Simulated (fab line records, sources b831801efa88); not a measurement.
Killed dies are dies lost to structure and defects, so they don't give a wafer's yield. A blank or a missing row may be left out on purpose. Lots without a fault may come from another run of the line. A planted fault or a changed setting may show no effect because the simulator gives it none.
fab line records | flow sky130
record lots=6 wafers=18 last_day=50
route steps=708 shown LI_CONTACT@381 LOCAL_INTERCONNECT@387 PAD_OPEN@708
lots that met no fault: from a run of the same line without faults
start_h: hours from the record's first day to the start of the lot's first wafer shown | wait_h: hours since the lot's step before | " the same as in the row above | L1.1+2: a row that stands for several wafers | - no value, or no start given | * or withheld: withheld | < > ~ a bound
route shown NAME@n: a module of which the file shows steps, and the number in the route of the first | usual: mean/standard deviation of fault-free wafers | same: alike in all rows | chamber/n: place in a boat | sites: the reading at each site | _std_site: their standard deviation | _edge_site: outer sites' mean less inner sites' | radius_mm: how far each site lies from the wafer's centre | mask NAME#n: copy n | behind: the tool/chamber that last shaped the wafer | hold: why the lot was held/for how many hours/how that ended | device: the transistor (n, p or np) that didn't switch | end of line: the same wafers' tests at the end of the route | a step without rows: its recipe alone | killed: dies lost to structure and defects at the first sort, not the wafer's yield | map: a wafer's dies, x killed, . not, _ none there
set.NAME: the setting as run; set.NAME@STEP: as run at that earlier step | model.NAME: the simulator's own value behind a step, which no gauge read
lots at some steps of the route; a table a step, a row a wafer
services: from which hour (start_h, from the record's first day; less than 0 if before it) a tool's chamber was out of use, for how many hours, and why
## steps
# step SKY_LI_CONTACT_SPUTTER_19
# recipe material=Ti target_thk_nm=20 chamber_pressure_pa=5 power_w=2500 substrate_temp_c=200 time_s=106.37
# usual throttle_valve_pct=30.2/0.82
# columns lot.wafer tool chamber start_h wait_h throttle_valve_pct
L908.2 pvd_sputter-02 - 781.60 0.0 29.9
L908.4 " - " " 29.2
L908.6 " - " " 29.8
L910.3 pvd_sputter-01 - 793.32 0.0 31.6
L910.4 " - " " 30.6
L910.6 " - " " 30.6
L914.1 pvd_sputter-01 - 822.14 0.0 29.0
L914.5 " - " " 28.8
L914.6 " - " " 30.3
L916.4 pvd_sputter-02 - 832.12 0.0 30.0
L916.5 " - " " 31.3
L916.6 " - " " 29.4
L918.1 pvd_sputter-02 - 847.39 0.0 29.5
L918.3 " - " " 31.7
L918.6 " - " " 29.4
L919.1 pvd_sputter-03 - 851.72 0.0 30.9
L919.2 " - " " 30.8
L919.5 " - " " 29.5
# step SKY_LI_CONTACT_SPUTTER_20
# recipe material=TiN target_thk_nm=20 chamber_pressure_pa=5 power_w=4000 time_s=80
# usual throttle_valve_pct=30.3/0.8
# columns lot.wafer tool chamber start_h wait_h throttle_valve_pct
L908.2 pvd_sputter-02 - 781.68 0.0 29.6
L908.4 " - " " 29.4
L908.6 " - " " 30.0
L910.3 pvd_sputter-01 - 793.40 0.0 31.9
L910.4 " - " " 30.4
L910.6 " - " " 30.7
L914.1 pvd_sputter-01 - 822.22 0.0 29.0
L914.5 " - " " 29.0
L914.6 " - " " 30.7
L916.4 pvd_sputter-02 - 832.20 0.0 30.1
L916.5 " - " " 31.1
L916.6 " - " " 29.3
L918.1 pvd_sputter-02 - 847.47 0.0 29.5
L918.3 " - " " 31.0
L918.6 " - " " 29.3
L919.1 pvd_sputter-03 - 851.80 0.0 30.8
L919.2 " - " " 31.1
L919.5 " - " " 29.9
# step SKY_LI_CONTACT_CVD_21
# recipe material=W target_thk_nm=400 time_s=120.56 temp_c=400 pressure_torr=40
# step SKY_LI_CONTACT_RS_MEAS_22
# recipe thk_meas_gauge=four-point-probe reads=W_of_LI_CONTACT_CVD_21+TiN_of_LI_CONTACT_SPUTTER_20+Ti_of_LI_CONTACT_SPUTTER_19
# usual LI_CONTACT_W_RS=0.282/0.0033
# columns lot.wafer tool chamber start_h wait_h LI_CONTACT_W_RS[ohm/sq]
L908.2 film_metro-01 - 781.89 0.1 0.281
L908.4 " - " " 0.283
L908.6 " - " " 0.285
L910.3 film_metro-02 - 793.62 0.1 0.286
L910.4 " - " " 0.282
L910.6 " - " " 0.282
L914.1 film_metro-02 - 822.40 0.1 0.278
L914.5 " - " " 0.284
L914.6 " - " " 0.285
L916.4 film_metro-01 - 832.44 0.1 0.282
L916.5 " - " " 0.277
L916.6 " - " " 0.280
L918.1 film_metro-04 - 847.65 0.1 0.281
L918.3 " - " " 0.279
L918.6 " - " " 0.282
L919.1 film_metro-02 - 851.98 0.1 0.285
L919.2 " - " " 0.285
L919.5 " - " " 0.283
# step SKY_LI_CONTACT_THK_MEAS_23
# recipe thk_meas_gauge=xrf reads=W_of_LI_CONTACT_CVD_21
# usual LI_CONTACT_W_THK=411/7.1
# columns lot.wafer tool chamber start_h wait_h LI_CONTACT_W_THK[nm]
L908.2 film_metro-01 - 782.00 0.1 422
L908.4 " - " " 419
L908.6 " - " " 415
L910.3 film_metro-02 - 793.72 0.1 402
L910.4 " - " " 406
L910.6 " - " " 411
L914.1 film_metro-02 - 822.52 0.1 418
L914.5 " - " " 412
L914.6 " - " " 407
L916.4 film_metro-01 - 832.53 0.1 413
L916.5 " - " " 424
L916.6 " - " " 419
L918.1 film_metro-04 - 847.77 0.1 407
L918.3 " - " " 414
L918.6 " - " " 409
L919.1 film_metro-02 - 852.10 0.1 404
L919.2 " - " " 407
L919.5 " - " " 408
# step SKY_LI_CONTACT_CMP_24
# recipe stop_on=PSG t_overpolish_s=20 down_force_psi=3.5 platen_rpm=60 target_thk_nm=0 pad_velocity_m_s=0.94248
# step SKY_LOCAL_INTERCONNECT_SPUTTER_00
# recipe material=TiN target_thk_nm=100 temp_c=300 power_w=6500 time_s=83.3 chamber_pressure_pa=0.4
# usual throttle_valve_pct=30.2/0.72
# columns lot.wafer tool chamber start_h wait_h throttle_valve_pct
L908.2 pvd_sputter-01 - 782.35 0.1 30.6
L908.4 " - " " 31.7
L908.6 " - " " 28.9
L910.3 pvd_sputter-01 - 794.06 0.2 31.7
L910.4 " - " " 30.8
L910.6 " - " " 29.0
L914.1 pvd_sputter-04 - 822.88 0.2 29.9
L914.5 " - " " 30.4
L914.6 " - " " 29.8
L916.4 pvd_sputter-04 - 832.86 0.2 30.8
L916.5 " - " " 31.0
L916.6 " - " " 29.7
L918.1 pvd_sputter-04 - 848.13 0.1 30.8
L918.3 " - " " 30.6
L918.6 " - " " 29.7
L919.1 pvd_sputter-01 - 852.46 0.1 29.0
L919.2 " - " " 31.6
L919.5 " - " " 30.3
# step SKY_LOCAL_INTERCONNECT_RS_MEAS_01
# recipe thk_meas_gauge=four-point-probe reads=TiN_of_LOCAL_INTERCONNECT_SPUTTER_00
# usual LOCAL_INTERCONNECT_TIN_RS=14.12/0.12
# columns lot.wafer tool chamber start_h wait_h LOCAL_INTERCONNECT_TIN_RS[ohm/sq]
L908.2 film_metro-03 - 782.43 0.1 14.18
L908.4 " - " " 14.19
L908.6 " - " " 14.22
L910.3 film_metro-01 - 794.16 0.1 14.06
L910.4 " - " " 14.37
L910.6 " - " " 14.21
L914.1 film_metro-01 - 822.95 0.0 14.02
L914.5 " - " " 14.26
L914.6 " - " " 13.91
L916.4 film_metro-03 - 832.99 0.1 13.93
L916.5 " - " " 14.07
L916.6 " - " " 14.01
L918.1 film_metro-01 - 848.20 0.0 14.10
L918.3 " - " " 14.17
L918.6 " - " " 14.03
L919.1 film_metro-01 - 852.53 0.0 14.17
L919.2 " - " " 14.15
L919.5 " - " " 14.11
# step SKY_LOCAL_INTERCONNECT_THK_MEAS_02
# recipe thk_meas_gauge=xrf reads=TiN_of_LOCAL_INTERCONNECT_SPUTTER_00
# usual LOCAL_INTERCONNECT_TIN_THK=100.9/0.96
# columns lot.wafer tool chamber start_h wait_h LOCAL_INTERCONNECT_TIN_THK[nm]
L908.2 film_metro-03 - 782.54 0.1 100.2
L908.4 " - " " 100.6
L908.6 " - " " 99.9
L910.3 film_metro-01 - 794.26 0.1 101.6
L910.4 " - " " 99.2
L910.6 " - " " 100.3
L914.1 film_metro-01 - 823.07 0.1 101.6
L914.5 " - " " 100.4
L914.6 " - " " 102.7
L916.4 film_metro-03 - 833.08 0.1 103.1
L916.5 " - " " 101.1
L916.6 " - " " 101.3
L918.1 film_metro-01 - 848.32 0.1 101.3
L918.3 " - " " 101.2
L918.6 " - " " 102.4
L919.1 film_metro-01 - 852.65 0.1 101.4
L919.2 " - " " 101.0
L919.5 " - " " 101.0
# step SKY_LOCAL_INTERCONNECT_DEHYDRATE_03
# recipe temp_c=200 time_s=60
# step SKY_LOCAL_INTERCONNECT_HMDS_04
# recipe prime_time_s=60 prime_temp_c=120
# step SKY_LOCAL_INTERCONNECT_COAT_05
# recipe resist=BARC temp_c=withheld time_s=withheld spin_rpm=3000 resist_thk_nm=60
# step SKY_LOCAL_INTERCONNECT_COAT_06
# recipe resist=KrF-thick spin_rpm=3000 resist_thk_nm=450
# usual spin_speed_rpm=3000.1/1.9
# columns lot.wafer tool chamber start_h wait_h spin_speed_rpm model.KrF-thick_of_LOCAL_INTERCONNECT_COAT_06.thk_nm
L908.2 litho_track-01 0 795 - 2998.6 449.9
L908.4 " 0 " " 2998.6 449.8
L908.6 " 0 " " 3000.4 448.2
L910.3 litho_track-04 0 807 - 3000.4 448.6
L910.4 " 0 " " 3001.1 449.6
L910.6 " 0 " " 2999.3 450.5
L914.1 litho_track-04 0 836 - 3001.2 450.7
L914.5 " 0 " " 3001.2 449.3
L914.6 " 0 " " 3000.7 450.1
L916.4 litho_track-01 0 846 - 2958.1 456.3
L916.5 " 0 " " 2955.7 454.6
L916.6 " 0 " " 2955.8 453.3
L918.1 litho_track-01 0 861 - 2956.0 452.9
L918.3 " 0 " " 2956.7 454.2
L918.6 " 0 " " 2957.0 453.1
L919.1 litho_track-03 0 864 - 3000.7 450.8
L919.2 " 0 " " 3000.0 447.9
L919.5 " 0 865 - 3000.9 450.6
# step SKY_LOCAL_INTERCONNECT_SOFTBAKE_07
# recipe temp_c=100 time_s=90 resist=KrF-thick
# step SKY_LOCAL_INTERCONNECT_EXPOSE_08
# recipe mask_id=LI1M na=0.8 source_shape=annular sigma_inner=0.55 sigma_outer=0.85 target_cd_nm=170 dose_mj=28
# step SKY_LOCAL_INTERCONNECT_PEB_09
# recipe peb_temp_c=withheld peb_time_s=withheld resist=KrF-thick
# step SKY_LOCAL_INTERCONNECT_DEVELOP_10
# recipe develop_time_s=60 resist=KrF-thick dev_temp_c=21
# step SKY_LOCAL_INTERCONNECT_CD_MEAS_11
# recipe target_cd_nm=170
# usual cd_nm=169.5/1.4
# columns lot.wafer tool chamber start_h wait_h cd_nm
L908.2 cd_sem-01 - 808.94 - 167.3
L908.4 " - " " 167.3
L908.6 " - " " 167.5
L910.3 cd_sem-01 - 820.68 - 168.5
L910.4 " - " " 170.9
L910.6 " - " " 169.7
L914.1 cd_sem-02 - 849.84 - 169.1
L914.5 " - " " 169.7
L914.6 " - " " 170.2
L916.4 cd_sem-01 - 859.20 - 170.6
L916.5 " - " " 171.6
L916.6 " - " " 172.0
L918.1 cd_sem-02 - 874.48 - 167.5
L918.3 " - " " 167.7
L918.6 " - " " 169.1
L919.1 cd_sem-01 - 877.83 - 171.0
L919.2 " - " " 170.4
L919.5 " - " " 172.2
# step SKY_LOCAL_INTERCONNECT_OVL_MEAS_12
# usual LOCAL_INTERCONNECT_OVL=2/5
# columns lot.wafer tool chamber start_h wait_h LOCAL_INTERCONNECT_OVL[nm]
L908.2 overlay-01 - 809.05 0.1 9
L908.4 " - " " 0
L908.6 " - " " 0
L910.3 overlay-01 - 820.77 0.1 7
L910.4 " - " " 0
L910.6 " - " " -2
L914.1 overlay-02 - 849.96 0.1 2
L914.5 " - " " 6
L914.6 " - " " 6
L916.4 overlay-02 - 859.28 0.1 7
L916.5 " - " " -3
L916.6 " - " " 6
L918.1 overlay-01 - 874.60 0.1 0
L918.3 " - " " -5
L918.6 " - " " -4
L919.1 overlay-01 - 877.95 0.1 -3
L919.2 " - " " -6
L919.5 " - " " -3
# step SKY_LOCAL_INTERCONNECT_ETCH_13
# recipe chemistry=N2/H2 target=BARC ion_energy_ev=200 bias_w=100 pressure_mtorr=30 n2_flow_sccm=100 h2_flow_sccm=200 icp_w=500 stop_on=SiO2 time_s=45.9 target_depth_a=600
# usual drypump_motor_current_A=5.7/0.49 oes_product_au=0.855/0.0051 rf_fwd_power_W=496.1/1.5 throttle_valve_pct=13.225/0.0087
# columns lot.wafer tool chamber start_h wait_h drypump_motor_current_A oes_product_au rf_fwd_power_W rf_hours_counter_h throttle_valve_pct
L908.2 rie_metal-03 1 809.08 0.0 5.1 0.847 496.0 8 13.234
L908.4 " 0 " " 5.8 0.855 495.4 - 13.216
L908.6 " 1 " " 5.1 0.852 496.5 - 13.224
L910.3 rie_metal-04 1 820.82 0.0 6.5 0.858 495.4 - 13.230
L910.4 " 0 " " 5.7 0.863 497.7 - 13.227
L910.6 " 0 " " 5.7 0.856 494.4 - 13.231
L914.1 rie_metal-04 0 850.00 0.0 5.7 0.856 495.9 15 13.234
L914.5 " 1 " " 6.5 0.862 495.7 - 13.231
L914.6 " 0 " " 5.7 0.859 494.4 - 13.227
L916.4 rie_metal-04 0 859.32 0.0 5.7 0.862 495.0 - 13.222
L916.5 " 0 " " 5.7 0.864 494.7 - 13.222
L916.6 " 1 " " 6.5 0.854 495.6 - 13.218
L918.1 rie_metal-03 1 874.63 0.0 5.1 0.859 495.9 10 13.209
L918.3 " 0 " " 5.8 0.854 496.4 - 13.213
L918.6 " 1 " " 5.1 0.852 497.3 - 13.211
L919.1 rie_metal-04 0 877.98 0.0 5.7 0.851 495.3 16 13.223
L919.2 " 1 " " 6.5 0.849 495.7 4 13.237
L919.5 " 1 " " 6.5 0.853 493.9 - 13.236
# step SKY_LOCAL_INTERCONNECT_METAL_ETCH_14
# recipe target_depth_nm=110 stop_on=PSG chemistry=Cl2/BCl3 target=TiN resist_sidewall_deg=88 pressure_mtorr=10 icp_w=900 bias_w=48.5 Cl2_flow_sccm=60 bcl3_flow_sccm=30 time_s=31.4
# usual drypump_motor_current_A=5.7/0.48 oes_product_au=0.942/0.0058 rf_fwd_power_W=891/3.3 throttle_valve_pct=21.902/0.01
# columns lot.wafer tool chamber start_h wait_h drypump_motor_current_A oes_product_au rf_fwd_power_W rf_hours_counter_h throttle_valve_pct model.KrF-thick_of_LOCAL_INTERCONNECT_COAT_06.thk_nm
L908.2 rie_metal-03 1 809.14 0.0 5.1 0.933 895 8 21.921 348.9
L908.4 " 0 " " 5.8 0.941 887 - 21.892 348
L908.6 " 1 " " 5.1 0.932 891 - 21.897 347.2
L910.3 rie_metal-04 1 820.88 0.0 6.5 0.945 888 - 21.897 348.2
L910.4 " 0 " " 5.7 0.933 892 - 21.911 347.3
L910.6 " 0 " " 5.7 0.940 891 - 21.910 348.3
L914.1 rie_metal-04 0 850.06 0.0 5.7 0.946 892 15 21.899 347.8
L914.5 " 1 " " 6.5 0.947 892 - 21.903 348.5
L914.6 " 0 " " 5.7 0.956 890 - 21.922 347.3
L916.4 rie_metal-04 0 859.37 0.0 5.7 0.947 893 - 21.912 353.6
L916.5 " 0 " " 5.7 0.947 888 - 21.903 352.4
L916.6 " 1 " " 6.5 0.945 891 - 21.911 352.9
L918.1 rie_metal-03 1 874.69 0.0 5.1 0.938 893 10 21.912 351.2
L918.3 " 0 " " 5.8 0.936 894 - 21.898 352.4
L918.6 " 1 " " 5.1 0.939 893 - 21.921 351.6
L919.1 rie_metal-04 0 878.04 0.0 5.7 0.943 890 16 21.922 348.5
L919.2 " 1 " " 6.5 0.938 892 4 21.920 347.9
L919.5 " 1 " " 6.4 0.941 890 - 21.903 350.5
# step SKY_LOCAL_INTERCONNECT_STRIP_15
# recipe chemistry=O2/N2 power_w=1400 pressure_mtorr=1500 platen_temp_c=withheld o2_flow_sccm=3000 n2_flow_sccm=300 overash_fraction=0.5
# usual drypump_motor_current_A=5.7/0.5 o2_flow_sccm=3000/8.6 oes_product_au=0.427/0.0041 strip_time_to_endpoint_s=4.718/0.019
# columns lot.wafer tool chamber start_h wait_h drypump_motor_current_A o2_flow_sccm oes_product_au rf_hours_counter_h strip_time_to_endpoint_s
L908.2 plasma_asher-04 1 809.20 0.0 5.0 3013 0.423 68 4.722
L908.4 " 0 " " 6.2 3008 0.424 - 4.698
L908.6 " 0 " " 6.2 2995 0.423 - 4.698
L910.3 plasma_asher-02 0 820.95 0.1 5.8 2998 0.429 - 4.699
L910.4 " 1 " " 5.9 2994 0.434 - 4.710
L910.6 " 1 " " 5.9 3008 0.432 - 4.715
L914.1 plasma_asher-03 1 850.11 0.0 6.1 2996 0.423 102 4.716
L914.5 " 1 " " 6.1 3006 0.428 - 4.723
L914.6 " 0 " " 4.9 3005 0.435 - 4.712
L916.4 plasma_asher-03 0 859.44 0.1 4.8 2996 0.429 - 4.792
L916.5 " 1 " " 6.1 2993 0.428 - 4.756
L916.6 " 0 " " 4.9 2997 0.425 - 4.790
L918.1 plasma_asher-04 1 874.75 0.0 5.0 2998 0.429 75 4.768
L918.3 " 0 " " 6.2 2981 0.427 - 4.772
L918.6 " 1 " " 5.0 2992 0.428 - 4.768
L919.1 plasma_asher-04 0 878.10 0.0 6.2 3002 0.426 75 4.717
L919.2 " 1 " " 5.0 3006 0.426 75 4.728
L919.5 " 1 " " 5.0 3003 0.426 - 4.754
# step SKY_PAD_OPEN_PROBE_99
# usual killed_at_M0_to_M3=44/6 killed_at_M4_up=3.3/2.1 killed_at_contacts=25/5.5 killed_at_front_end=15/4.3 killed_dies=88/9.1 killed_open=48/6.6 killed_short=39/6.7
# same gross_dies=492 killed_at_back_side=0 killed_at_other=0
# columns lot.wafer tool chamber start_h wait_h killed_at_M0_to_M3 killed_at_M4_up killed_at_contacts killed_at_front_end killed_dies killed_open killed_short
L918.3 prober-02 - 1194.31 0.2 35 2 27 12 76 48 28
# killed by level:class
L918.3 CONTACT:geometric_particle:open=11 VIA1:geometric_particle:open=9 LI_CONTACT:geometric_particle:open=8 VIA2:geometric_particle:open=8 METAL2:geometric_particle:short=5 LOCAL_INTERCONNECT:geometric_particle:short=4 FIELD_ISO:geometric_particle:short=3 CONTACT:geometric_particle:short=3
## services
# columns tool chamber start_h hours kind
rie_metal-04 1 759.82 - clean
rie_metal-04 1 759.82 15.8 scheduled_down
rie_metal-04 1 759.82 15.8 vent_cycle
rie_metal-04 - 773.53 0.4 repair
pvd_sputter-04 - 775.92 5.5 repair
plasma_asher-03 - 790.82 15.6 pm
pvd_sputter-04 0 811.75 - consumable_replace:kit
pvd_sputter-04 0 811.75 18.0 scheduled_down
pvd_sputter-04 0 811.75 18.0 vent_cycle
pvd_sputter-03 - 814.03 9.2 repair
pvd_sputter-04 - 816.93 2.1 repair
pvd_sputter-02 - 832.51 12.7 repair
rie_metal-03 - 836.44 1.1 repair
plasma_asher-04 - 839.63 1.2 repair
pvd_sputter-03 - 842.93 0.7 repair
pvd_sputter-01 - 845.03 0.9 repair
pvd_sputter-01 - 860.96 2.1 repair
pvd_sputter-02 2 861.36 - consumable_replace:kit
pvd_sputter-02 2 861.36 18.0 scheduled_down
pvd_sputter-02 2 861.36 18.0 vent_cycle
## key
first_sign step=SKY_LOCAL_INTERCONNECT_COAT_06 reading=spin_speed_rpm direction=down sigmas=23 usual=3000.1 struck=2956.6
effect none on later readings
model_effect step=SKY_LOCAL_INTERCONNECT_COAT_06 value=KrF-thick_of_LOCAL_INTERCONNECT_COAT_06.thk_nm without=450.8 struck=454.1
model_effect step=SKY_LOCAL_INTERCONNECT_METAL_ETCH_14 value=KrF-thick_of_LOCAL_INTERCONNECT_COAT_06.thk_nm without=349.1 struck=352.3
met_at SKY_LOCAL_INTERCONNECT_COAT_06
struck_wafers L916.4,L916.5,L916.6,L918.1,L918.3,L918.6
tester_left_out L916,L918
onset_between 795 846
fault kind=process_parameter_drift tool=litho_track-01 chamber=- onset_h=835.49 steps=SKY_LOCAL_INTERCONNECT_COAT_06 channel=spin_rpm offset=-42.887 shape=step end_h=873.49 acts_in=these_recipes_only stated=3000
# tester_left_out: of these lots the tester's yield and bins aren't shown, on N5 and GAA mostly nor the transistor test; their killed dies are dies lost to structure and defects alone, not to doping, threshold or leakage, so they don't give the yield
